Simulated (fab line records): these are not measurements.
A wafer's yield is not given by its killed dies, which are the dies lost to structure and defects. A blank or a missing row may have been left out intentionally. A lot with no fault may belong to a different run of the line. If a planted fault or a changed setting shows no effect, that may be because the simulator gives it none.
Chamber matching / flow gf180mcu / GF_MIM_CVD_05 on pecvd-02 has 3 sister chambers
The step deposits Si3N4, target thk 42 nm, time 29.086 s. 33 wafers are shown with their chamber, then 12 later ones without.

== EACH WAFER AND ITS CHAMBER ==
wafer=L074.1; chamber=0; heaterPowerOuterW (W)=296; heaterPowerW (W)=601; tempMaxC (C)=400.17
wafer=L074.2; chamber=2; heaterPowerOuterW (W)=401; heaterPowerW (W)=681; tempMaxC (C)=400.37
wafer=L074.6; chamber=0; heaterPowerOuterW (W)=306; heaterPowerW (W)=608; tempMaxC (C)=400.26
wafer=L078.4; chamber=2; heaterPowerOuterW (W)=507; heaterPowerW (W)=820; tempMaxC (C)=399.34
wafer=L078.5; chamber=1; heaterPowerOuterW (W)=466; heaterPowerW (W)=779; tempMaxC (C)=399.87
wafer=L078.6; chamber=0; heaterPowerOuterW (W)=334; heaterPowerW (W)=678; tempMaxC (C)=400.01
wafer=L080.2; chamber=2; heaterPowerOuterW (W)=515; heaterPowerW (W)=849; tempMaxC (C)=399.96
wafer=L080.5; chamber=1; heaterPowerOuterW (W)=413; heaterPowerW (W)=728; tempMaxC (C)=400.36
wafer=L080.6; chamber=0; heaterPowerOuterW (W)=328; heaterPowerW (W)=669; tempMaxC (C)=400.20
wafer=L081.2; chamber=2; heaterPowerOuterW (W)=502; heaterPowerW (W)=825; tempMaxC (C)=400.18
wafer=L081.3; chamber=1; heaterPowerOuterW (W)=457; heaterPowerW (W)=744; tempMaxC (C)=400.11
wafer=L081.4; chamber=2; heaterPowerOuterW (W)=491; heaterPowerW (W)=857; tempMaxC (C)=399.99
wafer=L082.1; chamber=1; heaterPowerOuterW (W)=476; heaterPowerW (W)=793; tempMaxC (C)=399.93
wafer=L082.3; chamber=2; heaterPowerOuterW (W)=419; heaterPowerW (W)=727; tempMaxC (C)=399.91
wafer=L082.6; chamber=2; heaterPowerOuterW (W)=404; heaterPowerW (W)=723; tempMaxC (C)=399.83
wafer=L083.1; chamber=0; heaterPowerOuterW (W)=346; heaterPowerW (W)=666; tempMaxC (C)=400.00
wafer=L083.4; chamber=0; heaterPowerOuterW (W)=358; heaterPowerW (W)=651; tempMaxC (C)=399.83
wafer=L083.5; chamber=2; heaterPowerOuterW (W)=488; heaterPowerW (W)=816; tempMaxC (C)=399.90
wafer=L084.2; chamber=1; heaterPowerOuterW (W)=472; heaterPowerW (W)=774; tempMaxC (C)=399.89
wafer=L084.5; chamber=1; heaterPowerOuterW (W)=469; heaterPowerW (W)=786; tempMaxC (C)=399.83
wafer=L084.6; chamber=2; heaterPowerOuterW (W)=425; heaterPowerW (W)=721; tempMaxC (C)=399.72
wafer=L085.1; chamber=2; heaterPowerOuterW (W)=497; heaterPowerW (W)=846; tempMaxC (C)=400.08
wafer=L085.5; chamber=2; heaterPowerOuterW (W)=513; heaterPowerW (W)=841; tempMaxC (C)=400.09
wafer=L085.6; chamber=1; heaterPowerOuterW (W)=418; heaterPowerW (W)=696; tempMaxC (C)=400.13
wafer=L089.1; chamber=1; heaterPowerOuterW (W)=441; heaterPowerW (W)=749; tempMaxC (C)=399.88
wafer=L089.2; chamber=2; heaterPowerOuterW (W)=465; heaterPowerW (W)=781; tempMaxC (C)=399.61
wafer=L089.6; chamber=1; heaterPowerOuterW (W)=426; heaterPowerW (W)=722; tempMaxC (C)=399.82
wafer=L091.1; chamber=2; heaterPowerOuterW (W)=524; heaterPowerW (W)=844; tempMaxC (C)=399.98
wafer=L091.4; chamber=0; heaterPowerOuterW (W)=266; heaterPowerW (W)=561; tempMaxC (C)=400.12
wafer=L091.5; chamber=1; heaterPowerOuterW (W)=480; heaterPowerW (W)=771; tempMaxC (C)=399.71
wafer=L093.2; chamber=1; heaterPowerOuterW (W)=419; heaterPowerW (W)=725; tempMaxC (C)=400.10
wafer=L093.3; chamber=0; heaterPowerOuterW (W)=269; heaterPowerW (W)=571; tempMaxC (C)=400.22
wafer=L093.5; chamber=2; heaterPowerOuterW (W)=416; heaterPowerW (W)=729; tempMaxC (C)=400.28

SIGNATURES (averages over the wafers above)
reading=heaterPowerOuterW; chamber 0=312.88; chamber 1=448.82; chamber 2=469.07; scatter within a chamber=37.6
reading=heaterPowerW; chamber 0=625.62; chamber 1=751.55; chamber 2=790.00; scatter within a chamber=49.4
reading=tempMaxC; chamber 0=400.1012; chamber 1=399.9664; chamber 2=399.9457; scatter within a chamber=0.219
Rule: for each reading, subtract the chamber's mean from the wafer's reading, divide by that reading's scatter and square the result; add these up over the readings and take the root, which gives the wafer's distance from the chamber. If the next closest chamber is less than 2 further off than the closest, the wafer can't be placed; otherwise it belongs to the closest. How the scatter is found: for the shown wafers, subtract from each reading the mean of its chamber, square and add these, divide the total by (wafers less chambers), then take the root.

== WAFERS WITH NO CHAMBER GIVEN ==
wafer=L094.2; heaterPowerOuterW (W)=287; heaterPowerW (W)=583; tempMaxC (C)=399.96
wafer=L094.5; heaterPowerOuterW (W)=489; heaterPowerW (W)=781; tempMaxC (C)=399.86
wafer=L094.6; heaterPowerOuterW (W)=288; heaterPowerW (W)=583; tempMaxC (C)=399.92
wafer=L095.1; heaterPowerOuterW (W)=331; heaterPowerW (W)=646; tempMaxC (C)=399.68
wafer=L095.2; heaterPowerOuterW (W)=436; heaterPowerW (W)=743; tempMaxC (C)=399.85
wafer=L095.3; heaterPowerOuterW (W)=411; heaterPowerW (W)=724; tempMaxC (C)=400.05
wafer=L096.3; heaterPowerOuterW (W)=424; heaterPowerW (W)=725; tempMaxC (C)=399.96
wafer=L096.4; heaterPowerOuterW (W)=485; heaterPowerW (W)=812; tempMaxC (C)=400.33
wafer=L096.6; heaterPowerOuterW (W)=329; heaterPowerW (W)=642; tempMaxC (C)=400.35
wafer=L097.1; heaterPowerOuterW (W)=348; heaterPowerW (W)=676; tempMaxC (C)=399.98
wafer=L097.4; heaterPowerOuterW (W)=347; heaterPowerW (W)=687; tempMaxC (C)=399.78
wafer=L097.6; heaterPowerOuterW (W)=464; heaterPowerW (W)=786; tempMaxC (C)=399.96

== CHAMBER TAKEN BY EACH ==
wafer=L094.2; from the rows above=0; in truth=0
wafer=L094.5; from the rows above=can't be placed: 2 or 1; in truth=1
wafer=L094.6; from the rows above=0; in truth=0
wafer=L095.1; from the rows above=can't be placed: 0 or 1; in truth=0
wafer=L095.2; from the rows above=can't be placed: 1 or 2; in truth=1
wafer=L095.3; from the rows above=can't be placed: 1 or 2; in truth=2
wafer=L096.3; from the rows above=can't be placed: 1 or 2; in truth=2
wafer=L096.4; from the rows above=can't be placed: 2 or 1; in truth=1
wafer=L096.6; from the rows above=0; in truth=0
wafer=L097.1; from the rows above=can't be placed: 0 or 1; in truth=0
wafer=L097.4; from the rows above=can't be placed: 0 or 1 or 2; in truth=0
wafer=L097.6; from the rows above=can't be placed: 2 or 1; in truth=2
Correctly placed: 3 of 12. These rows do not allow placing 9 (true chamber among the candidates in 9). 0 placed wrongly.
